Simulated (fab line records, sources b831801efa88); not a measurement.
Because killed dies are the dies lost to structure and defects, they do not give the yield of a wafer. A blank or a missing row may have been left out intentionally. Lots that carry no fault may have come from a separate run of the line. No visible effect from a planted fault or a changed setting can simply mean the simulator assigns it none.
A lot that was struck, set against a sound lot + flow sky130 + 15 out of 708 route steps
Sound: these wafers, L853.2, L853.3, L853.4. Struck: wafers L858.2, L858.3, L858.4. The cause comes at the end.
Per side, at each step with rows, come the tool, then ch with its chambers, and then its first start. Under that, the readings that differ: sound wafers + struck wafers + difference of the means + sigmas: that difference in standard deviations of wafers without a fault.
alike: same words and numbers on both sides, and readings whose means sit less than 2 such deviations apart. not compared: any withheld reading, any reading some wafer has no value for, any bound like >300 that may hide the same value, and any number with overlapping values for which the record gives no deviation.
Wherever a step has rows on one side only, a row that says differs or no value, or a row with sigmas, the two part there. Non-overlapping numbers with no deviation appear without sigmas and do not part them. A reading missing from all wafers of one side parts the sides only when that side holds two or more wafers.

first, 7 steps without rows for these wafers: SKY_FIELD_ISO_HMDS_06 (prime time 60 s); SKY_FIELD_ISO_COAT_07 (resist thk 60 nm); SKY_FIELD_ISO_COAT_08 (resist thk 450 nm); SKY_FIELD_ISO_SOFTBAKE_09 (time 90 s); SKY_FIELD_ISO_EXPOSE_10 (exposes mask FOM, target cd 150 nm); SKY_FIELD_ISO_PEB_11; SKY_FIELD_ISO_DEVELOP_12 (develop time 60 s).
SKY_FIELD_ISO_CD_MEAS_13: target cd 150 nm.
  sound: cdSem-01 at day 2 07:57; struck: cdSem-01 at day 3 08:52
  alike: cdNm
SKY_FIELD_ISO_ETCH_14: etches BARC in N2/H2, stops on SiO2, time 45.9 s, target depth 60 nm.
  sound on rieDiel-04 ch 1,2,3, day 2 08:03; struck on rieDiel-02 ch 0,1,2, day 3 08:58
  alike: drypumpMotorCurrentA, oesProductAu, runLengthS, throttleValvePct
  not compared: rfHoursCounterH
SKY_FIELD_ISO_ETCH_15: etches the open film in CHF3/O2, stops on Si, target depth 180 nm, time 72 s.
  sound on rieDiel-04 ch 1,2,3, day 2 08:05; struck on rieDiel-02 ch 0,1,2, day 3 09:00
  alike: drypumpMotorCurrentA, oesProductAu, runLengthS, throttleValvePct
  not compared: rfHoursCounterH
SKY_FIELD_ISO_STRIP_16: strips in O2/N2.
  sound on plasmaAsher-02 ch 0,1, day 2 08:09; struck on plasmaAsher-02 ch 0,1, day 3 09:04
  alike: drypumpMotorCurrentA, oesProductAu, stripTimeToEndpointS
  not compared: rfHoursCounterH
SKY_FIELD_ISO_ETCH_17: etches Si in HBr/Cl2/O2, target depth 342 nm, time 97.7 s.
  sound on rieSi-01 ch 0,1,3, day 2 08:15; struck on rieSi-01 ch 1,2,3, day 3 09:10
  alike: drypumpMotorCurrentA, oesProductAu, runLengthS, throttleValvePct
  not compared: rfHoursCounterH
SKY_FIELD_ISO_WET_ETCH_18: etches Si3N4 in H3PO4, target depth 25 nm, time 286 s.
  sound on wetBench-01 ch 1, day 2 08:19; struck on wetBench-01 ch 2, day 3 09:14
| reading        | sound             | struck            | difference | sigmas |
|----------------|-------------------|-------------------|------------|--------|
| runLengthS (s) | 311.9 311.9 311.9 | 337.7 337.7 337.7 | +25.8      | +9     |
then, 1 step without rows for these wafers: SKY_FIELD_ISO_CLEAN_19 (cleans in SC1/SC2, time 150 s).
SKY_PAD_OPEN_PROBE_99:
  sound wafers here have rows in the record (prober-01, day 46 07:30); struck ones have none

== WHERE THEY PART ==
Last at SKY_PAD_OPEN_PROBE_99 as far as this record goes, first at SKY_FIELD_ISO_WET_ETCH_18.

WHY: what the simulator had put in
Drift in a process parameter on wetBench-01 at SKY_FIELD_ISO_WET_ETCH_18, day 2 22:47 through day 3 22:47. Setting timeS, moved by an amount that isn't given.
